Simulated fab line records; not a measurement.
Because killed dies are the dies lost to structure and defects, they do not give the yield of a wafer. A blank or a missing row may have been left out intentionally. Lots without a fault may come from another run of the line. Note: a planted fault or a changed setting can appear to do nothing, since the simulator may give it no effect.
Which tool is to blame? | flow sky130 | 13 lots with 39 wafers sampled at 5 steps, on a route of 708 steps

## WHAT THE GAUGES SHOWED, per wafer
The record lacks any reading of a measuring or inspecting step that a usual standard deviation could be used to judge.

## TOOL THAT RAN EACH LOT (tool first, then ch and the chambers of the sampled wafers, then the start)
lot  | SKY_LI_CONTACT_ETCH_15             | SKY_VIA4_CMP_21               | SKY_METAL5_SPUTTER_00        | SKY_PAD_OPEN_STRIP_08                | SKY_PAD_OPEN_PROBE_99
L694 | rie_diel-03 ch 0,1, day 28 23:28   | cmp-02 ch 0,1, day 42 19:55   | pvd_sputter-02, day 42 20:10 | plasma_asher-04 ch 0,1, day 45 15:56 | -
L695 | rie_diel-02 ch 0,2, day 29 08:34   | cmp-02 ch 0,1,3, day 43 00:17 | pvd_sputter-04, day 43 00:29 | plasma_asher-03 ch 1, day 45 20:20   | -
L696 | rie_diel-03 ch 0,3, day 30 00:25   | cmp-01 ch 0,2, day 43 11:59   | pvd_sputter-01, day 43 12:17 | plasma_asher-02 ch 0,1, day 46 05:54 | -
L697 | rie_diel-03 ch 0,1,3, day 30 04:32 | cmp-02 ch 0,1,2, day 43 20:20 | pvd_sputter-02, day 43 20:35 | plasma_asher-02 ch 0,1, day 46 13:39 | -
L698 | rie_diel-04 ch 0,1,3, day 30 22:37 | cmp-01 ch 0,1,3, day 44 08:40 | pvd_sputter-02, day 44 08:58 | plasma_asher-04 ch 0,1, day 47 00:53 | -
L699 | rie_diel-04 ch 0,2,3, day 31 00:26 | cmp-02 ch 1,2,3, day 44 14:31 | pvd_sputter-01, day 44 14:49 | plasma_asher-02 ch 0,1, day 47 03:56 | -
L703 | rie_diel-03 ch 1,3, day 32 00:17   | cmp-02 ch 0,2, day 45 05:02   | pvd_sputter-04, day 45 05:20 | plasma_asher-02 ch 0,1, day 47 19:56 | -
L705 | rie_diel-03 ch 2,3, day 32 17:35   | cmp-01 ch 1,3, day 45 21:11   | pvd_sputter-01, day 45 21:26 | plasma_asher-03 ch 0,1, day 48 10:02 | -
L707 | rie_diel-03 ch 0,3, day 33 05:35   | cmp-02 ch 1,2, day 46 03:45   | pvd_sputter-02, day 46 04:03 | plasma_asher-02 ch 0,1, day 48 15:54 | prober-02, day 48 18:08
L708 | rie_diel-03 ch 0,1,3, day 33 16:43 | cmp-02 ch 0,2,3, day 46 14:14 | pvd_sputter-02, day 46 14:26 | plasma_asher-04 ch 0,1, day 49 00:43 | prober-01, day 49 03:04
L709 | rie_diel-04 ch 0,3, day 33 21:12   | cmp-02 ch 0,1,3, day 46 17:17 | pvd_sputter-02, day 46 17:35 | plasma_asher-02 ch 0, day 49 02:53   | prober-02, day 49 05:10
L714 | rie_diel-04 ch 1,2,3, day 35 15:32 | cmp-01 ch 2,3, day 47 23:28   | pvd_sputter-02, day 47 23:43 | plasma_asher-04 ch 0,1, day 50 06:39 | -
L716 | rie_diel-04 ch 1,2,3, day 36 02:38 | cmp-02 ch 1,2, day 48 09:49   | pvd_sputter-01, day 48 10:07 | plasma_asher-04 ch 0,1, day 50 15:23 | prober-01, day 50 17:42
- SKY_LI_CONTACT_ETCH_15: etches PSG in C4F8/O2/Ar, stops on Si, target depth 600 nm.
- SKY_VIA4_CMP_21: polishes, stops on SiO2, t overpolish 25 s, target thk 0 nm.
- SKY_METAL5_SPUTTER_00: material Ti, target thk 15 nm, time 10 s.
- SKY_PAD_OPEN_STRIP_08: strips in O2/N2.
- SKY_PAD_OPEN_PROBE_99

## AS READ BY THE TOOLS THEMSELVES (means over the sampled wafers that have a number; for cases with no such wafer, the mark the record gives instead)
SKY_LI_CONTACT_ETCH_15. Usual: oes_product_au 0.837 a.u., standard deviation 0.0045.
lot  | tool        | oes_product_au (a.u.) | flag
L694 | rie_diel-03 | 0.834                 |
L695 | rie_diel-02 | 0.843                 |
L696 | rie_diel-03 | 0.838                 |
L697 | rie_diel-03 | 0.839                 |
L698 | rie_diel-04 | 0.839                 |
L699 | rie_diel-04 | 0.836                 |
L703 | rie_diel-03 | 0.832                 |
L705 | rie_diel-03 | 0.834                 |
L707 | rie_diel-03 | 0.836                 |
L708 | rie_diel-03 | 0.837                 |
L709 | rie_diel-04 | 0.836                 |
L714 | rie_diel-04 | 0.837                 |
L716 | rie_diel-04 | 0.838                 |

SKY_VIA4_CMP_21. Usual: motor_current_A 10.6 A, standard deviation 0.77; overpolish_run_s 24.998 s, standard deviation 0.0081; time_to_endpoint_s 125 s, standard deviation 4.6.
lot  | tool   | motor_current_A (A) | overpolish_run_s (s) | time_to_endpoint_s (s) | flag
L694 | cmp-02 | 10.5                | 25.002               | 127                    |
L695 | cmp-02 | 10.6                | 24.993               | 126                    |
L696 | cmp-01 | 10.3                | 25.005               | 124                    |
L697 | cmp-02 | 10.5                | 24.998               | 129                    |
L698 | cmp-01 | 10.8                | 24.998               | 127                    |
L699 | cmp-02 | 10.8                | 25.002               | 122                    |
L703 | cmp-02 | 10.1                | 24.996               | 124                    |
L705 | cmp-01 | 11.4                | 25.000               | 128                    |
L707 | cmp-02 | 10.5                | 24.994               | 124                    |
L708 | cmp-02 | 10.8                | 24.998               | 126                    |
L709 | cmp-02 | 10.6                | 24.990               | 126                    |
L714 | cmp-01 | 9.8                 | 24.995               | 125                    |
L716 | cmp-02 | 10.6                | 24.994               | 138                    |

SKY_METAL5_SPUTTER_00. Usual: throttle_valve_pct 30.6 %, standard deviation 0.85.
lot  | tool           | throttle_valve_pct (%) | flag
L694 | pvd_sputter-02 | 30.8                   |
L695 | pvd_sputter-04 | 31.1                   |
L696 | pvd_sputter-01 | 30.8                   |
L697 | pvd_sputter-02 | 30.0                   |
L698 | pvd_sputter-02 | 29.7                   |
L699 | pvd_sputter-01 | 30.6                   |
L703 | pvd_sputter-04 | 31.7                   |
L705 | pvd_sputter-01 | 30.1                   |
L707 | pvd_sputter-02 | 30.2                   |
L708 | pvd_sputter-02 | 30.2                   |
L709 | pvd_sputter-02 | 30.4                   |
L714 | pvd_sputter-02 | 30.2                   |
L716 | pvd_sputter-01 | 30.6                   |

SKY_PAD_OPEN_STRIP_08. Usual: drypump_motor_current_A 5.70 A, standard deviation 0.28; oes_product_au 0.663 a.u., standard deviation 0.0048; strip_time_to_endpoint_s 37.09 s, standard deviation 0.11.
lot  | tool            | drypump_motor_current_A (A) | oes_product_au (a.u.) | strip_time_to_endpoint_s (s) | flag
L694 | plasma_asher-04 | 5.83                        | 0.662                 | 37.17                        |
L695 | plasma_asher-03 | 5.91                        | 0.671                 | 37.01                        |
L696 | plasma_asher-02 | 5.49                        | 0.662                 | 36.96                        |
L697 | plasma_asher-02 | 5.50                        | 0.664                 | 36.90                        |
L698 | plasma_asher-04 | 5.96                        | 0.664                 | 37.34                        |
L699 | plasma_asher-02 | 5.48                        | 0.666                 | 37.25                        |
L703 | plasma_asher-02 | 5.50                        | 0.658                 | 37.05                        |
L705 | plasma_asher-03 | 5.44                        | 0.664                 | 37.08                        |
L707 | plasma_asher-02 | 5.47                        | 0.658                 | 37.08                        |
L708 | plasma_asher-04 | 5.85                        | 0.660                 | 37.16                        |
L709 | plasma_asher-02 | 5.38                        | 0.662                 | 37.24                        |
L714 | plasma_asher-04 | 5.96                        | 0.661                 | 37.10                        |
L716 | plasma_asher-04 | 5.97                        | 0.659                 | 37.21                        |

SKY_PAD_OPEN_PROBE_99. Usual: killed_at_M0_to_M3 45, standard deviation 6.6; killed_at_M4_up 3.1, standard deviation 1.6; killed_at_contacts 24, standard deviation 5; killed_at_front_end 14, standard deviation 4.4; killed_at_other 0.3, standard deviation 0.58; killed_dies 87, standard deviation 9.2; killed_open 47, standard deviation 6.7; killed_short 40, standard deviation 6.4.
lot  | tool      | killed_at_M0_to_M3 | killed_at_M4_up | killed_at_contacts | killed_at_front_end | killed_at_other | killed_dies | killed_open | killed_short | flag
L707 | prober-02 | 45                 | 2.0             | 62                 | 9                   | 0.0             | 118         | 43          | 34           | OFF
L708 | prober-01 | 47                 | 3.0             | 43                 | 10                  | 0.3             | 104         | 43          | 40           | OFF
L709 | prober-02 | 45                 | 3.3             | 27                 | 18                  | 0.3             | 94          | 52          | 42           |
L716 | prober-01 | 46                 | 3.5             | 24                 | 12                  | 0.0             | 84          | 47          | 38           |

## THE ANSWER, worked out from the rows above alone
Rule: a lot is off if the mean of its wafers that have a number lies more than 3 standard deviations from the usual mean. Also off: a lot with no number at a reading for which 4 or more lots have one. The other lots that the step has rows for count as sound. The gauges are gone through in route order, then the tools' own readings, and for those a lot's mean is taken as printed above. The first step at which some lot is off is used, and at that step the reading that is off furthest; a lot without a number counts as furthest.
Off: L707, L708, at SKY_PAD_OPEN_PROBE_99 (killed_at_contacts). Neither off nor sound, because the step has no rows for them: L694, L695, L696, L697, L698, L699, L703, L705, L714.
A tool fits if, at that step or a process step before it, it ran every lot that is off, and no sound lot after the first of them. One fits: rie_diel-03 at SKY_LI_CONTACT_ETCH_15. It ran no sound lot before its first lot that is off in this sample, so the start can't be narrowed down.

## WHAT THE SIMULATOR HAD INSERTED
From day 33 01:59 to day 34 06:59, rie_diel-03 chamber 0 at SKY_LI_CONTACT_ETCH_15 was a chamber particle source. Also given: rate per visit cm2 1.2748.
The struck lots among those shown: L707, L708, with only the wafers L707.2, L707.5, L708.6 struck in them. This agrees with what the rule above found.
